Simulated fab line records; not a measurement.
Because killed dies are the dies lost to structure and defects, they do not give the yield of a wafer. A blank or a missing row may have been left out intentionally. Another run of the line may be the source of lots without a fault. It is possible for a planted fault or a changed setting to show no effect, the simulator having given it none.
8D (eight disciplines) problem report, filled in by code / flow sky130 / the parts of the form that need people (team, actions taken, sign-off) are left out

== 1. PROBLEM STATEMENT ==
killed_at_M0_to_M3 at SKY_PAD_OPEN_PROBE_99 reads a mean of 88 on 2 wafers of 2 lots; wafers without a fault read 43 with a standard deviation of 7.5. That is +6.0 standard deviations from the usual mean.
Earliest sighting: wafer L185.2 on prober-02 at day 49 04:13. The record holds 12 wafers of 4 lots with a number at this step. By rule, "out" or "out of limits" means more than 4 standard deviations away from the usual mean. The other wafers with a number count as sound.

== 2. WHAT IT IS; WHAT IT IS NOT ==
question=which readings at this step | is=killed_at_M0_to_M3, defect_limited_yield, killed_dies, sort_bin_5_function, sort_n_pass, sort_yield_pct | is not=killed_at_M4_up, killed_at_front_end, killed_at_other, killed_open, killed_short
question=which lots | is=L185, L190 | is not=L181, L189
question=which wafers of those lots | is=L185.2, L190.1 | is not=L185.4, L185.6, L190.3, L190.5
question=read on which tools | is=prober-01, prober-02 | is not=-
question=when | is=from day 49 04:13 | is not=up to then (3 sound wafers); but 7 sound wafers of L185, L189, L190 came after

== 3. WHAT RULES OUT EACH SUSPECT ==
Counting: a tool at a process step up to the reading stays a suspect if it ran every lot that is out. Sound lots after the first of them don't rule it out here, since some wafers of a struck lot are sound.
- pvd_sputter-04 at SKY_METAL2_SPUTTER_02 (material AlCu, target thk 250 nm, time 13.3 s): kept. It processed each lot that is out (first: L185, day 38 07:15); up to then, its last sound lot is L181 (day 37 04:38).
The count leaves pvd_sputter-04 at SKY_METAL2_SPUTTER_02.

== 4. THE CAUSE (what the simulator had put in) ==
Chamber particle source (pvd_sputter-04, SKY_METAL2_SPUTTER_02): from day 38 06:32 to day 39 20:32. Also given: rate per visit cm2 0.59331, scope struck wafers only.
Counting left only this tool.

== 5. THE EFFECT CHAIN, in route order ==
Each row: a reading whose mean over the struck wafers that have a number lies more than 3 standard deviations from the usual. Only readings for which the record gives a usual standard deviation are gone through. hours: the time from each lot's start at the first step in this table that gives one to its start at this step, as a median over the lots. sigmas: the change in usual standard deviations.
hours=0; step=SKY_PAD_OPEN_PROBE_99; reading=defect_limited_yield; usual=82.4 %; on struck wafers=72.1; change=-10.3; sigmas=-5.4
hours=0; step=SKY_PAD_OPEN_PROBE_99; reading=killed_at_M0_to_M3; usual=43; on struck wafers=88; change=+45; sigmas=+6.0
hours=0; step=SKY_PAD_OPEN_PROBE_99; reading=killed_dies; usual=86; on struck wafers=138; change=+52; sigmas=+5.7
hours=0; step=SKY_PAD_OPEN_PROBE_99; reading=sort_bin_3_pad_short; usual=0.9 %; on struck wafers=2.6; change=+1.7; sigmas=+4.0
hours=0; step=SKY_PAD_OPEN_PROBE_99; reading=sort_bin_5_function; usual=10.4 %; on struck wafers=16.7; change=+6.3; sigmas=+4.8
hours=0; step=SKY_PAD_OPEN_PROBE_99; reading=sort_n_pass; usual=406; on struck wafers=354; change=-52; sigmas=-5.7
hours=0; step=SKY_PAD_OPEN_PROBE_99; reading=sort_yield_pct; usual=82.4 %; on struck wafers=72.1; change=-10.3; sigmas=-5.4
Process steps it contains:
- SKY_PAD_OPEN_PROBE_99

== 6. HOW IT WOULD HAVE BEEN CAUGHT EARLIER ==
In this record no reading fell out of limits until day 49 04:13, 262 hours after the fault had begun at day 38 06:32.
Of the tool readings at SKY_METAL2_SPUTTER_02 for which the record gives a usual standard deviation, none was out on any struck wafer, so an alarm limit of 4 standard deviations on them would not have fired.
Lots out: 2; all had begun SKY_METAL2_SPUTTER_02 on pvd_sputter-04 by day 49 04:13. Holding the tool at that point would not have protected any of them.
